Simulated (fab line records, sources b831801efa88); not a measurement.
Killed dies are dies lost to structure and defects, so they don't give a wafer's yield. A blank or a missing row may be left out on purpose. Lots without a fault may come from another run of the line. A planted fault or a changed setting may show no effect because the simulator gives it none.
fab line records | flow sky130
record lots=6 wafers=18 last_day=50
route steps=708 shown LI_CONTACT@383 LOCAL_INTERCONNECT@387 PAD_OPEN@708
lots that met no fault: from a run of the same line without faults
start_h: hours from the record's first day to the start of the lot's first wafer shown | wait_h: hours since the lot's step before | " the same as in the row above | L1.1+2: a row that stands for several wafers | - no value, or no start given | * or withheld: withheld | < > ~ a bound
route shown NAME@n: a module of which the file shows steps, and the number in the route of the first | usual: mean/standard deviation of fault-free wafers | same: alike in all rows | chamber/n: place in a boat | sites: the reading at each site | _std_site: their standard deviation | _edge_site: outer sites' mean less inner sites' | radius_mm: how far each site lies from the wafer's centre | mask NAME#n: copy n | behind: the tool/chamber that last shaped the wafer | hold: why the lot was held/for how many hours/how that ended | device: the transistor (n, p or np) that didn't switch | end of line: the same wafers' tests at the end of the route | a step without rows: its recipe alone | killed: dies lost to structure and defects at the first sort, not the wafer's yield | map: a wafer's dies, x killed, . not, _ none there
set.NAME: the setting as run; set.NAME@STEP: as run at that earlier step | model.NAME: the simulator's own value behind a step, which no gauge read
lots at some steps of the route; a table a step, a row a wafer
services: from which hour (start_h, from the record's first day; less than 0 if before it) a tool's chamber was out of use, for how many hours, and why
## steps
# step SKY_LI_CONTACT_CVD_21
# recipe material=W target_thk_nm=400 time_s=120.56 temp_c=400 pressure_torr=40
# usual heater_power_w=824/50
# columns lot.wafer tool chamber start_h wait_h heater_power_w
L495.1 cvd_w-01 1 719.16 0.0 888
L495.5 " 1 " " 873
L495.6 " 0 " " 843
L498.1 cvd_w-01 0 748.39 0.0 822
L498.2 " 1 " " 878
L498.4 " 1 " " 865
L504.1 cvd_w-01 0 790.04 0.0 835
L504.2 " 1 " " 867
L504.4 " 1 " " 848
L506.1 cvd_w-01 1 804.94 0.0 861
L506.4 " 1 " " 882
L506.6 " 0 " " 829
L507.1 cvd_w-01 0 815.69 0.0 823
L507.2 " 1 " " 888
L507.3 " 1 " " 880
L513.1 cvd_w-01 0 862.81 0.0 829
L513.5 " 0 " " 835
L513.6 " 1 " " 862
# step SKY_LI_CONTACT_RS_MEAS_22
# recipe thk_meas_gauge=four-point-probe reads=W_of_LI_CONTACT_CVD_21+TiN_of_LI_CONTACT_SPUTTER_20+Ti_of_LI_CONTACT_SPUTTER_19
# usual LI_CONTACT_W_RS=0.286/0.0057
# columns lot.wafer tool chamber start_h wait_h LI_CONTACT_W_RS[ohm/sq]
L495.1 film_metro-03 - 719.28 0.1 0.294
L495.5 " - " " 0.297
L495.6 " - " " 0.289
L498.1 film_metro-02 - 748.51 0.1 0.284
L498.2 " - " " 0.294
L498.4 " - " " 0.290
L504.1 film_metro-04 - 790.16 0.1 0.282
L504.2 " - " " 0.293
L504.4 " - " " 0.291
L506.1 film_metro-02 - 805.07 0.1 0.297
L506.4 " - " " 0.292
L506.6 " - " " 0.287
L507.1 film_metro-02 - 815.81 0.1 0.282
L507.2 " - " " 0.291
L507.3 " - " " 0.294
L513.1 film_metro-02 - 862.94 0.1 0.283
L513.5 " - " " 0.285
L513.6 " - " " 0.298
# step SKY_LI_CONTACT_THK_MEAS_23
# recipe thk_meas_gauge=xrf reads=W_of_LI_CONTACT_CVD_21
# usual LI_CONTACT_W_THK=400/9.4
# columns lot.wafer tool chamber start_h wait_h LI_CONTACT_W_THK[nm]
L495.1 film_metro-03 - 719.40 0.1 381
L495.5 " - " " 376
L495.6 " - " " 389
L498.1 film_metro-02 - 748.63 0.1 403
L498.2 " - " " 389
L498.4 " - " " 393
L504.1 film_metro-04 - 790.28 0.1 413
L504.2 " - " " 396
L504.4 " - " " 401
L506.1 film_metro-02 - 805.19 0.1 385
L506.4 " - " " 389
L506.6 " - " " 399
L507.1 film_metro-02 - 815.93 0.1 405
L507.2 " - " " 391
L507.3 " - " " 387
L513.1 film_metro-02 - 863.06 0.1 403
L513.5 " - " " 396
L513.6 " - " " 383
# step SKY_LI_CONTACT_CMP_24
# recipe stop_on=PSG t_overpolish_s=20 down_force_psi=3.5 platen_rpm=60 target_thk_nm=0 pad_velocity_m_s=0.94248
# usual head_pressure_psi=3.501/0.0063 motor_current_A=10.7/0.98 overpolish_run_s=20.001/0.0094 time_to_endpoint_s=96/5.3
# columns lot.wafer tool chamber start_h wait_h head_pressure_psi motor_current_A overpolish_run_s time_to_endpoint_s
L495.1 cmp-02 3 719.51 0.1 3.505 11.6 20.001 88
L495.5 " 2 " " 3.493 9.7 19.996 95
L495.6 " 3 " " 3.500 12.5 19.987 93
L498.1 cmp-01 0 748.74 0.1 3.500 10.5 20.016 101
L498.2 " 1 " " 3.490 10.7 19.979 93
L498.4 " 2 " " 3.503 10.8 20.012 91
L504.1 cmp-01 2 790.34 0.1 3.494 11.0 20.011 95
L504.4 " 3 " " 3.504 12.1 20.006 92
L504.2 " 1 " " 3.495 10.8 20.003 95
L506.4 cmp-01 2 805.25 0.0 3.493 10.1 19.984 91
L506.1 " 1 " " 3.503 10.9 20.010 98
L506.6 " 2 " " 3.500 10.9 20.007 93
L507.3 cmp-01 3 815.99 0.0 3.507 12.2 19.988 90
L507.2 " 0 " " 3.510 9.7 19.998 99
L507.1 " 2 " " 3.507 10.6 20.005 91
L513.1 cmp-01 1 863.33 0.3 3.510 11.5 20.010 98
L513.6 " 3 " " 3.502 11.9 20.000 91
L513.5 " 0 " " 3.494 9.8 20.026 103
# step SKY_LOCAL_INTERCONNECT_SPUTTER_00
# recipe material=TiN target_thk_nm=100 temp_c=300 power_w=6500 time_s=83.3 chamber_pressure_pa=0.4
# usual chamber_pressure_pa=0.4000/0.00073 throttle_valve_pct=30.2/0.91
# columns lot.wafer tool chamber start_h wait_h chamber_pressure_pa throttle_valve_pct
L495.1 pvd_sputter-03 - 719.76 0.2 0.4005 29.6
L495.5 " - " " 0.4004 31.8
L495.6 " - " " 0.4006 29.8
L498.1 pvd_sputter-03 - 748.99 0.2 0.3984 31.8
L498.2 " - " " 0.3991 30.0
L498.4 " - " " 0.3993 29.8
L504.1 pvd_sputter-04 - 790.64 0.2 0.3994 30.2
L504.2 " - " " 0.4000 30.4
L504.4 " - " " 0.3994 28.9
L506.1 pvd_sputter-03 - 805.55 0.1 0.4003 29.9
L506.4 " - " " 0.3985 32.0
L506.6 " - " " 0.4004 30.0
L507.1 pvd_sputter-04 - 816.29 0.1 0.4004 29.1
L507.2 " - " " 0.4006 30.4
L507.3 " - " " 0.3992 30.6
L513.1 pvd_sputter-04 - 863.53 0.1 0.4011 30.5
L513.5 " - " " 0.3984 31.4
L513.6 " - " " 0.4000 30.5
# step SKY_LOCAL_INTERCONNECT_RS_MEAS_01
# recipe thk_meas_gauge=four-point-probe reads=TiN_of_LOCAL_INTERCONNECT_SPUTTER_00
# usual LOCAL_INTERCONNECT_TIN_RS=14.17/0.18
# columns lot.wafer tool chamber start_h wait_h LOCAL_INTERCONNECT_TIN_RS[ohm/sq]
L495.1 film_metro-01 - 719.83 0.0 14.02
L495.5 " - " " 14.31
L495.6 " - " " 14.23
L498.1 film_metro-01 - 749.06 0.0 13.98
L498.2 " - " " 14.13
L498.4 " - " " 13.96
L504.1 film_metro-03 - 790.71 0.0 13.94
L504.2 " - " " 14.33
L504.4 " - " " 13.93
L506.1 film_metro-03 - 805.61 0.0 14.39
L506.4 " - " " 14.47
L506.6 " - " " 14.30
L507.1 film_metro-01 - 816.36 0.0 13.92
L507.2 " - " " 13.79
L507.3 " - " " 14.12
L513.1 film_metro-04 - 863.59 0.0 14.35
L513.5 " - " " 14.32
L513.6 " - " " 14.01
# step SKY_LOCAL_INTERCONNECT_THK_MEAS_02
# recipe thk_meas_gauge=xrf reads=TiN_of_LOCAL_INTERCONNECT_SPUTTER_00
# usual LOCAL_INTERCONNECT_TIN_THK=98.9/1.3
# columns lot.wafer tool chamber start_h wait_h LOCAL_INTERCONNECT_TIN_THK[nm]
L495.1 film_metro-01 - 719.95 0.1 99.3
L495.5 " - " " 98.0
L495.6 " - " " 98.8
L498.1 film_metro-01 - 749.18 0.1 100.3
L498.2 " - " " 99.1
L498.4 " - " " 100.2
L504.1 film_metro-03 - 790.83 0.1 100.2
L504.2 " - " " 97.3
L504.4 " - " " 100.4
L506.1 film_metro-03 - 805.73 0.1 97.6
L506.4 " - " " 96.5
L506.6 " - " " 97.4
L507.1 film_metro-01 - 816.48 0.1 100.9
L507.2 " - " " 102.1
L507.3 " - " " 100.0
L513.1 film_metro-04 - 863.71 0.1 97.8
L513.5 " - " " 98.0
L513.6 " - " " 100.3
# step SKY_LOCAL_INTERCONNECT_DEHYDRATE_03
# recipe temp_c=200 time_s=60
# step SKY_LOCAL_INTERCONNECT_HMDS_04
# recipe prime_time_s=60 prime_temp_c=120
# step SKY_LOCAL_INTERCONNECT_COAT_05
# recipe resist=BARC temp_c=withheld time_s=withheld spin_rpm=3000 resist_thk_nm=60
# step SKY_LOCAL_INTERCONNECT_COAT_06
# recipe resist=KrF-thick spin_rpm=3000 resist_thk_nm=450
# step SKY_LOCAL_INTERCONNECT_SOFTBAKE_07
# recipe temp_c=100 time_s=90 resist=KrF-thick
# step SKY_LOCAL_INTERCONNECT_EXPOSE_08
# recipe mask_id=LI1M na=0.8 source_shape=annular sigma_inner=0.55 sigma_outer=0.85 target_cd_nm=170 dose_mj=28
# usual focus_offset_nm=0.0/0.5 stage_vel_mm_s=499.95/0.24
# columns lot.wafer tool chamber start_h wait_h mask focus_offset_nm stage_vel_mm_s
L495.1 krf_scanner-02 0 733.02 - LI1M#0 -0.3 499.73
L495.5 " 0 " " LI1M#0 1.3 499.81
L495.6 " 0 " " LI1M#0 0.0 499.79
L498.1 krf_scanner-02 0 762.90 - LI1M#0 0.0 499.88
L498.2 " 0 " " LI1M#0 0.2 499.90
L498.4 " 0 " " LI1M#0 -0.3 499.86
L504.1 krf_scanner-01 0 804.83 - LI1M#0 -0.4 500.05
L504.2 " 0 " " LI1M#0 0.5 500.30
L504.4 " 0 " " LI1M#0 -0.4 500.31
L506.1 krf_scanner-02 0 819.40 - LI1M#0 0.1 499.44
L506.4 " 0 " " LI1M#0 0.3 499.78
L506.6 " 0 " " LI1M#0 0.5 499.69
L507.1 krf_scanner-01 0 829.15 - LI1M#0 0.4 500.37
L507.2 " 0 " " LI1M#0 -0.2 500.17
L507.3 " 0 " " LI1M#0 -0.4 499.96
L513.1 krf_scanner-01 0 877.24 - LI1M#0 0.3 500.15
L513.5 " 0 " " LI1M#0 0.3 499.61
L513.6 " 0 " " LI1M#0 0.1 500.05
# step SKY_LOCAL_INTERCONNECT_PEB_09
# recipe peb_temp_c=withheld peb_time_s=withheld resist=KrF-thick
# step SKY_LOCAL_INTERCONNECT_DEVELOP_10
# recipe develop_time_s=60 resist=KrF-thick dev_temp_c=21
# step SKY_LOCAL_INTERCONNECT_CD_MEAS_11
# recipe target_cd_nm=170
# usual cd_nm=170.8/1.5
# columns lot.wafer tool chamber start_h wait_h cd_nm
L495.1 cd_sem-01 - 746.68 - 43.4
L495.5 " - " " 172.6
L495.6 " - " " 172.6
L498.1 cd_sem-02 - 776.48 - 31.7
L498.2 " - " " 32.7
L498.4 " - " " 170.8
L504.1 cd_sem-01 - 817.88 - 169.6
L504.2 " - " " 169.9
L504.4 " - " " 171.8
L506.1 cd_sem-01 - 832.47 - 171.5
L506.4 " - " " 173.2
L506.6 " - " " 171.5
L507.1 cd_sem-02 - 842.53 - 171.5
L507.2 " - " " 170.8
L507.3 " - " " 170.6
L513.1 cd_sem-02 - 889.67 - 170.8
L513.5 " - " " 168.8
L513.6 " - " " 171.4
# step SKY_LOCAL_INTERCONNECT_OVL_MEAS_12
# usual LOCAL_INTERCONNECT_OVL=-2/4.8
# columns lot.wafer tool chamber start_h wait_h LOCAL_INTERCONNECT_OVL[nm]
L495.1 overlay-01 - 746.80 0.1 -8
L495.5 " - " " 3
L495.6 " - " " 2
L498.1 overlay-01 - 776.60 0.1 -1
L498.2 " - " " -5
L498.4 " - " " 1
L504.1 overlay-01 - 818.00 0.1 9
L504.2 " - " " 0
L504.4 " - " " 0
L506.1 overlay-01 - 832.59 0.1 -9
L506.4 " - " " -4
L506.6 " - " " -4
L507.1 overlay-02 - 842.65 0.1 4
L507.2 " - " " 3
L507.3 " - " " -10
L513.1 overlay-02 - 889.79 0.1 4
L513.5 " - " " 3
L513.6 " - " " 5
# step SKY_LOCAL_INTERCONNECT_ETCH_13
# recipe chemistry=N2/H2 target=BARC ion_energy_ev=200 bias_w=100 pressure_mtorr=30 n2_flow_sccm=100 h2_flow_sccm=200 icp_w=500 stop_on=SiO2 time_s=45.9 target_depth_a=600
# usual drypump_motor_current_A=5.6/0.35 h2_flow_sccm=199.9/0.58 oes_product_au=0.855/0.0047 throttle_valve_pct=13.225/0.0089
# columns lot.wafer tool chamber start_h wait_h drypump_motor_current_A h2_flow_sccm oes_product_au rf_hours_counter_h throttle_valve_pct model.LOCAL_INTERCONNECT.cd_nm
L495.1 rie_metal-02 1 746.83 0.0 5.3 198.8 0.851 1 13.230 43.11
L495.5 " 0 " " 6.0 199.3 0.850 - 13.223 172.7
L495.6 " 1 " " 5.3 199.6 0.859 - 13.228 172.1
L498.1 rie_metal-03 1 776.63 0.0 5.2 199.6 0.853 4 13.224 31.78
L498.2 " 0 " " 5.6 199.7 0.856 13 13.219 31.68
L498.4 " 1 " " 5.2 199.4 0.849 - 13.224 170.8
L504.1 rie_metal-02 0 818.03 0.0 5.9 201.3 0.857 12 13.224 169.6
L504.2 " 1 " " 5.3 199.5 0.858 4 13.210 168.4
L504.4 " 0 " " 5.9 200.3 0.847 - 13.213 171.3
L506.1 rie_metal-02 1 832.62 0.0 5.3 200.5 0.859 5 13.233 171
L506.4 " 0 " " 5.9 200.1 0.858 - 13.230 173.2
L506.6 " 0 " " 5.9 199.9 0.856 - 13.218 171.9
L507.1 rie_metal-04 0 842.68 0.0 5.0 200.2 0.856 10 13.235 171.8
L507.2 " 1 " " 5.6 200.2 0.854 12 13.225 170.3
L507.3 " 1 " " 5.6 200.1 0.855 - 13.216 170.2
L513.1 rie_metal-02 0 889.82 0.0 6.0 200.1 0.854 15 13.220 170.1
L513.5 " 0 " " 6.0 200.0 0.862 - 13.228 168.1
L513.6 " 1 " " 5.3 199.5 0.853 - 13.226 170.7
# step SKY_LOCAL_INTERCONNECT_METAL_ETCH_14
# recipe target_depth_nm=110 stop_on=PSG chemistry=Cl2/BCl3 target=TiN resist_sidewall_deg=88 pressure_mtorr=10 icp_w=900 bias_w=48.5 Cl2_flow_sccm=60 bcl3_flow_sccm=30 time_s=31.4
# usual drypump_motor_current_A=5.5/0.35 oes_product_au=0.940/0.0081 throttle_valve_pct=21.902/0.0092
# columns lot.wafer tool chamber start_h wait_h drypump_motor_current_A oes_product_au rf_hours_counter_h throttle_valve_pct model.LOCAL_INTERCONNECT.cd_nm
L495.1 rie_metal-02 1 746.90 0.0 5.3 0.948 1 21.895 41.62
L495.5 " 0 " " 5.9 0.931 - 21.901 171
L495.6 " 1 " " 5.3 0.937 - 21.897 170.4
L498.1 rie_metal-03 1 776.70 0.0 5.2 0.955 4 21.904 32.77
L498.2 " 0 " " 5.6 0.935 13 21.902 31.83
L498.4 " 1 " " 5.2 0.944 - 21.903 171.5
L504.1 rie_metal-02 0 818.10 0.0 5.9 0.944 12 21.894 168.2
L504.2 " 1 " " 5.3 0.930 4 21.917 167.5
L504.4 " 0 " " 6.0 0.950 - 21.883 169.8
L506.1 rie_metal-02 1 832.68 0.0 5.3 0.934 5 21.906 169.9
L506.4 " 0 " " 6.0 0.930 - 21.901 171.6
L506.6 " 0 " " 6.0 0.936 - 21.916 170.3
L507.1 rie_metal-04 0 842.75 0.0 5.0 0.945 10 21.891 170.9
L507.2 " 1 " " 5.6 0.956 12 21.894 169.4
L507.3 " 1 " " 5.6 0.946 - 21.898 169
L513.1 rie_metal-02 0 889.88 0.0 6.0 0.930 15 21.914 168.9
L513.5 " 0 " " 6.0 0.936 - 21.906 166.9
L513.6 " 1 " " 5.3 0.950 - 21.897 169.4
# step SKY_LOCAL_INTERCONNECT_STRIP_15
# recipe chemistry=O2/N2 power_w=1400 pressure_mtorr=1500 platen_temp_c=withheld o2_flow_sccm=3000 n2_flow_sccm=300 overash_fraction=0.5
# usual drypump_motor_current_A=5.5/0.63 oes_product_au=0.427/0.0045 strip_time_to_endpoint_s=4.707/0.023
# columns lot.wafer tool chamber start_h wait_h drypump_motor_current_A oes_product_au rf_hours_counter_h strip_time_to_endpoint_s
L495.1 plasma_asher-03 1 746.95 0.0 4.9 0.428 95 4.708
L495.5 " 1 " " 4.9 0.424 - 4.683
L495.6 " 0 " " 6.5 0.438 - 4.719
L498.1 plasma_asher-03 1 776.75 0.0 4.9 0.434 98 4.723
L498.2 " 0 " " 6.5 0.430 98 4.725
L498.4 " 0 " " 6.5 0.427 - 4.702
L504.1 plasma_asher-01 0 818.15 0.0 4.9 0.428 68 4.707
L504.2 " 1 " " 5.6 0.432 68 4.701
L504.4 " 1 " " 5.6 0.429 - 4.689
L506.1 plasma_asher-01 1 832.74 0.0 5.6 0.427 69 4.692
L506.4 " 1 " " 5.6 0.434 - 4.687
L506.6 " 1 " " 5.5 0.424 - 4.689
L507.1 plasma_asher-03 1 842.80 0.0 4.9 0.413 105 4.734
L507.2 " 0 " " 6.5 0.430 105 4.706
L507.3 " 0 " " 6.5 0.430 - 4.707
L513.1 plasma_asher-03 0 889.94 0.0 6.5 0.423 110 4.668
L513.5 " 1 " " 4.9 0.426 - 4.678
L513.6 " 0 " " 6.5 0.430 - 4.686
# step SKY_PAD_OPEN_PROBE_99
# usual killed_at_M0_to_M3=42/7.2 killed_at_M4_up=3.4/2.1 killed_at_contacts=24/5.4 killed_at_front_end=15/4 killed_at_other=0.3/0.53 killed_dies=85/8.8 killed_on_rim=16/3.5 killed_open=47/6.7 killed_short=38/6.5
# same gross_dies=492 killed_at_back_side=0
# columns lot.wafer tool chamber start_h wait_h killed_at_M0_to_M3 killed_at_M4_up killed_at_contacts killed_at_front_end killed_at_other killed_dies killed_on_rim killed_open killed_short
L495.1 prober-01 - 1108.38 0.1 40 2 433 17 0 492 96 49 35
L498.1 prober-02 - 1130.63 0.1 36 2 443 10 1 492 96 43 29
L498.2 prober-02 - 1130.68 0.1 41 1 437 12 1 492 96 47 28
L498.4 prober-02 - 1130.78 0.2 27 5 17 21 0 70 13 27 43
L504.1 prober-02 - 1161.16 0.1 40 2 27 15 0 84 16 50 31
L504.2 prober-02 - 1161.21 0.1 36 0 21 12 1 70 17 31 38
L504.4 prober-02 - 1161.31 0.2 36 7 23 17 0 83 12 42 39
L506.1 prober-02 - 1168.66 0.1 38 4 22 22 1 87 16 54 33
L506.4 prober-02 - 1168.81 0.2 39 4 19 17 1 80 18 39 39
L506.6 prober-02 - 1168.91 0.2 37 1 27 12 0 77 15 37 40
# killed by level:class
L495.1 LOCAL_INTERCONNECT:area_expose=408 CONTACT:geometric_particle:open=11 VIA1:geometric_particle:open=10 METAL2:geometric_particle:short=7 LI_CONTACT:geometric_particle:open=6 FIELD_ISO:geometric_particle:open=5 VIA2:geometric_particle:short=5 LOCAL_INTERCONNECT:geometric_particle:short=4
L498.1 LOCAL_INTERCONNECT:area_expose=419 VIA1:geometric_particle:open=11 CONTACT:geometric_particle:open=7 LI_CONTACT:geometric_particle:open=6 VIA2:geometric_particle:open=5 CONTACT:geometric_particle:short=4 VIA3:geometric_particle:open=4 POLY_GATE:geometric_particle:open=3
L498.2 LOCAL_INTERCONNECT:area_expose=417 VIA1:geometric_particle:open=16 CONTACT:geometric_particle:open=9 METAL1:geometric_particle:short=5 METAL2:geometric_particle:open=4 CONTACT:geometric_particle:short=4 VIA1:geometric_particle:short=4 VIA3:geometric_particle:open=4
L498.4 CONTACT:geometric_particle:open=6 VIA1:geometric_particle:open=6 CONTACT:geometric_particle:short=5 VIA1:geometric_particle:short=5 FIELD_ISO:geometric_particle:open=4 VIA2:geometric_particle:short=4 METAL4:geometric_particle:short=4 FIELD_ISO:geometric_particle:short=3
L504.1 VIA1:geometric_particle:open=14 CONTACT:geometric_particle:open=11 LI_CONTACT:geometric_particle:open=8 METAL1:geometric_particle:short=6 VIA1:geometric_particle:short=5 SPACER:geometric_particle:short=4 FIELD_ISO:geometric_particle:open=3 POLY_GATE:geometric_particle:short=3
L504.2 CONTACT:geometric_particle:open=8 CONTACT:geometric_particle:short=6 METAL1:geometric_particle:short=5 VIA1:geometric_particle:open=5 VIA2:geometric_particle:open=5 VIA2:geometric_particle:short=4 LI_CONTACT:geometric_particle:open=4 VIA1:geometric_particle:short=4
L504.4 VIA1:geometric_particle:open=10 VIA3:geometric_particle:open=8 CONTACT:geometric_particle:open=6 METAL4:geometric_particle:short=6 FIELD_ISO:geometric_particle:short=5 CONTACT:geometric_particle:short=5 METAL1:geometric_particle:short=4 LI_CONTACT:geometric_particle:open=4
L506.1 CONTACT:geometric_particle:open=15 VIA1:geometric_particle:open=9 VIA3:geometric_particle:open=8 VIA2:geometric_particle:open=6 FIELD_ISO:geometric_particle:open=5 METAL1:geometric_particle:short=5 FIELD_ISO:geometric_particle:short=4 POLY_GATE:geometric_particle:short=4
L506.4 METAL3:geometric_particle:short=7 CONTACT:geometric_particle:short=7 VIA1:geometric_particle:open=7 VIA2:geometric_particle:open=7 CONTACT:geometric_particle:open=6 METAL2:geometric_particle:short=5 FIELD_ISO:geometric_particle:open=4 POLY_GATE:geometric_particle:open=4
L506.6 VIA1:geometric_particle:open=10 CONTACT:geometric_particle:short=8 CONTACT:geometric_particle:open=8 METAL2:geometric_particle:short=6 METAL1:geometric_particle:short=6 LI_CONTACT:geometric_particle:open=5 LOCAL_INTERCONNECT:geometric_particle:short=5 VIA2:geometric_particle:open=5
# map L495.1 (x killed, . not)
__________xxxxxxxxxx_________
________xxxxxxxxxxxxxx_______
______xxxxxxxxxxxxxxxxxx_____
_____xxxxxxxxxxxxxxxxxxxx____
____xxxxxxxxxxxxxxxxxxxxxx___
___xxxxxxxxxxxxxxxxxxxxxxxx__
__xxxxxxxxxxxxxxxxxxxxxxxxxx_
_xxxxxxxxxxxxxxxxxxxxxxxxxxxx
_xxxxxxxxxxxxxxxxxxxxxxxxxxxx
_xxxxxxxxxxxxxxxxxxxxxxxxxxxx
_xxxxxxxxxxxxxxxxxxxxxxxxxxxx
_xxxxxxxxxxxxxxxxxxxxxxxxxxxx
_xxxxxxxxxxxxxxxxxxxxxxxxxxxx
_xxxxxxxxxxxxxxxxxxxxxxxxxxxx
_xxxxxxxxxxxxxxxxxxxxxxxxxxxx
__xxxxxxxxxxxxxxxxxxxxxxxxxx_
___xxxxxxxxxxxxxxxxxxxxxxxx__
____xxxxxxxxxxxxxxxxxxxxxx___
_____xxxxxxxxxxxxxxxxxxxx____
______xxxxxxxxxxxxxxxxxx_____
________xxxxxxxxxxxxxx_______
__________xxxxxxxxxx_________
# map L498.1 (x killed, . not)
__________xxxxxxxxxx_________
________xxxxxxxxxxxxxx_______
______xxxxxxxxxxxxxxxxxx_____
_____xxxxxxxxxxxxxxxxxxxx____
____xxxxxxxxxxxxxxxxxxxxxx___
___xxxxxxxxxxxxxxxxxxxxxxxx__
__xxxxxxxxxxxxxxxxxxxxxxxxxx_
_xxxxxxxxxxxxxxxxxxxxxxxxxxxx
_xxxxxxxxxxxxxxxxxxxxxxxxxxxx
_xxxxxxxxxxxxxxxxxxxxxxxxxxxx
_xxxxxxxxxxxxxxxxxxxxxxxxxxxx
_xxxxxxxxxxxxxxxxxxxxxxxxxxxx
_xxxxxxxxxxxxxxxxxxxxxxxxxxxx
_xxxxxxxxxxxxxxxxxxxxxxxxxxxx
_xxxxxxxxxxxxxxxxxxxxxxxxxxxx
__xxxxxxxxxxxxxxxxxxxxxxxxxx_
___xxxxxxxxxxxxxxxxxxxxxxxx__
____xxxxxxxxxxxxxxxxxxxxxx___
_____xxxxxxxxxxxxxxxxxxxx____
______xxxxxxxxxxxxxxxxxx_____
________xxxxxxxxxxxxxx_______
__________xxxxxxxxxx_________
## services
# columns tool chamber start_h hours kind
krf_scanner-02 - 698.43 1.0 pm
cmp-01 - 713.13 1.0 repair
cmp-02 - 714.44 2.5 repair
krf_scanner-01 - 730.45 1.0 pm
rie_metal-03 - 744.73 28.1 pm
cmp-01 - 750.53 4.0 pm
krf_scanner-02 - 752.00 3.6 pm
cmp-01 - 766.76 1.3 repair
krf_scanner-01 - 782.86 2.0 repair
krf_scanner-02 - 789.41 0.8 pm
rie_metal-03 0 798.82 2.8 repair
cmp-01 - 799.56 3.5 pm
cmp-01 - 810.60 0.6 repair
krf_scanner-01 - 811.61 0.8 pm
rie_metal-04 - 821.12 2.8 pm
krf_scanner-01 - 835.07 3.4 repair
pvd_sputter-04 - 839.28 0.5 repair
krf_scanner-02 - 854.85 3.4 repair
cvd_w-01 - 857.58 0.6 repair
krf_scanner-01 - 858.27 1.3 pm
krf_scanner-02 - 859.57 1.3 pm
krf_scanner-02 - 867.43 1.0 pm
krf_scanner-02 - 869.59 7.9 repair
cmp-01 - 884.75 2.9 repair
## key
first_sign step=SKY_LOCAL_INTERCONNECT_CD_MEAS_11 reading=cd_nm direction=down sigmas=90 usual=170.8 struck=35.9
effect step=SKY_PAD_OPEN_PROBE_99 reading=killed_at_contacts direction=up sigmas=76 usual=24 struck=438
model_effect step=SKY_LOCAL_INTERCONNECT_ETCH_13 value=LOCAL_INTERCONNECT.cd_nm without=171.1 struck=35.52
model_effect step=SKY_LOCAL_INTERCONNECT_METAL_ETCH_14 value=LOCAL_INTERCONNECT.cd_nm without=170.9 struck=35.4
more_kills_born_at SKY_LOCAL_INTERCONNECT_EXPOSE_08@krf_scanner-02=1244
met_at SKY_LOCAL_INTERCONNECT_EXPOSE_08
struck_wafers L495.1,L498.1,L498.2
later_rows_left_out L495.1,L498.1,L498.2
tester_left_out L495,L498
fault kind=process_parameter_drift tool=krf_scanner-02 chamber=- onset_h=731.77 steps=SKY_LOCAL_INTERCONNECT_EXPOSE_08 channel=focus_nm offset=439.19 shape=step end_h=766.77 scope=struck_wafers_only
# tester_left_out: of these lots the tester's yield and bins aren't shown, on N5 and GAA mostly nor the transistor test; their killed dies are dies lost to structure and defects alone, not to doping, threshold or leakage, so they don't give the yield
# later_rows_left_out: the simulator's readings of these wafers behind a module that went badly wrong aren't trusted and aren't shown, but for the sort
